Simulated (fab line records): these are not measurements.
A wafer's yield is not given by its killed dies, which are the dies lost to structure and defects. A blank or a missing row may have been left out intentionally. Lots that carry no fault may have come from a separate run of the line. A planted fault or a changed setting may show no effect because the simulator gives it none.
What tool caused it? | flow gf180mcu | 33 wafers from 11 lots sampled at 5 of the route's 602 steps

WHAT THE GAUGES SHOWED, per wafer
GF_M4_CD_MEAS_14: target cd 280 nm.
lot  | measured     | on        | cd-nm (nm)
L856 | day 24 16:40 | cd-sem-02 | 280.7 279.4 281.1
L857 | day 24 17:19 | cd-sem-01 | 278.9 278.2 278.2
L858 | day 25 10:01 | cd-sem-01 | 281.7 282.3 281.9
L859 | day 25 11:35 | cd-sem-01 | 281.1 278.5 279.9
L860 | day 25 19:07 | cd-sem-01 | 281.0 280.1 279.3
L867 | day 27 17:01 | cd-sem-02 | 302.2 302.0 301.4
L868 | day 28 03:22 | cd-sem-01 | 297.1 298.2 297.2
L870 | day 28 15:45 | cd-sem-01 | 280.8 280.4 280.9
L874 | day 29 09:09 | cd-sem-01 | 279.7 280.6 280.2
L875 | day 29 23:55 | cd-sem-01 | 280.7 281.6 281.5
L876 | day 30 05:11 | cd-sem-01 | 280.4 280.3 280.2

TOOL THAT RAN EACH LOT (tool first, then ch and the chambers of the sampled wafers, then the start)
lot  | GF_V3_CMP_04                  | GF_V3_ETCH_16                      | GF_M4_SPUTTER_00             | GF_M4_SOFTBAKE_10
L856 | cmp-02 ch 0,1,2, day 22 17:47 | rie-diel-03 ch 0,1,2, day 23 16:47 | pvd-sputter-03, day 23 18:14 | litho-track-02 ch 0, day 24 05:41
L857 | cmp-02 ch 1,2,3, day 22 18:10 | rie-diel-03 ch 0,2,3, day 23 17:26 | pvd-sputter-01, day 23 18:47 | litho-track-02 ch 0, day 24 06:35
L858 | cmp-02 ch 1,2,3, day 23 12:09 | rie-diel-02 ch 0,1,2, day 24 10:26 | pvd-sputter-02, day 24 11:47 | litho-track-01 ch 0, day 24 22:49
L859 | cmp-02 ch 2,3, day 23 13:17   | rie-diel-02 ch 1,3, day 24 11:50   | pvd-sputter-01, day 24 13:11 | litho-track-01 ch 0, day 25 00:38
L860 | cmp-02 ch 0,2,3, day 23 22:37 | rie-diel-02 ch 0,1,2, day 24 20:31 | pvd-sputter-01, day 24 21:52 | litho-track-01 ch 0, day 25 09:13
L867 | cmp-02 ch 0,1,2, day 25 22:31 | rie-diel-04 ch 0,2, day 26 19:59   | pvd-sputter-03, day 26 21:20 | litho-track-02 ch 0, day 27 07:26
L868 | cmp-02 ch 0,1,2, day 26 10:08 | rie-diel-04 ch 0,3, day 27 06:28   | pvd-sputter-02, day 27 07:57 | litho-track-02 ch 0, day 27 17:50
L870 | cmp-02 ch 0,3, day 26 21:34   | rie-diel-02 ch 0,1, day 27 18:28   | pvd-sputter-01, day 27 19:55 | litho-track-01 ch 0, day 28 06:07
L874 | cmp-02 ch 0,1,3, day 27 16:29 | rie-diel-04 ch 1,3, day 28 12:11   | pvd-sputter-01, day 28 13:34 | litho-track-03 ch 0, day 28 23:56
L875 | cmp-02 ch 1,2,3, day 28 07:00 | rie-diel-03 ch 0,1, day 29 03:32   | pvd-sputter-03, day 29 05:02 | litho-track-03 ch 0, day 29 14:08
L876 | cmp-02 ch 1,2,3, day 28 12:50 | rie-diel-02 ch 0,1,3, day 29 08:40 | pvd-sputter-02, day 29 10:03 | litho-track-03 ch 0, day 29 20:16
- GF_V3_CMP_04: polishes SiO2.
- GF_V3_ETCH_16: etches BARC in N2/H2.
- GF_M4_SPUTTER_00: material Ti, target thk 37.5 nm, time 147.8 s.
- GF_M4_SOFTBAKE_10: time 60 s.

THE ANSWER, worked out from the rows above alone
Rule: usual is defined by the lots themselves. Put in order of their means at a reading, lots are off if they are a third of the lots or fewer, leave a main group of 4 or more, and stand apart from it by a gap of 3 or more times the standard deviation of the main group's means; of several such gaps the widest counts. A main group whose means are all the same, to the digits that the tables above print for the reading, isn't used. Also off: a lot with no number at a reading for which 4 or more lots have one. Any other lot the step has rows for is counted as sound.
Off: L867, L868, at GF_M4_CD_MEAS_14 (cd-nm). Main group: mean 280.4 nm, sd 0.92.
If a tool, at a process step before that reading, ran all the lots that are off and no sound lot after the first of them, it fits. Those tools and the gauges at GF_M4_CD_MEAS_14 are tried in the same way. One fits: litho-track-02 at GF_M4_SOFTBAKE_10. A fault onset in the window from L857 (day 24 06:35, its last sound lot) to L867 (day 27 07:26, its first lot off) fits.

WHAT THE SIMULATOR HAD PUT IN
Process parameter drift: litho-track-02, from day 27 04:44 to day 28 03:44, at GF_M4_SOFTBAKE_10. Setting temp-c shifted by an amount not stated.
Shown lots that were struck: L867, L868. The rule above found the same.
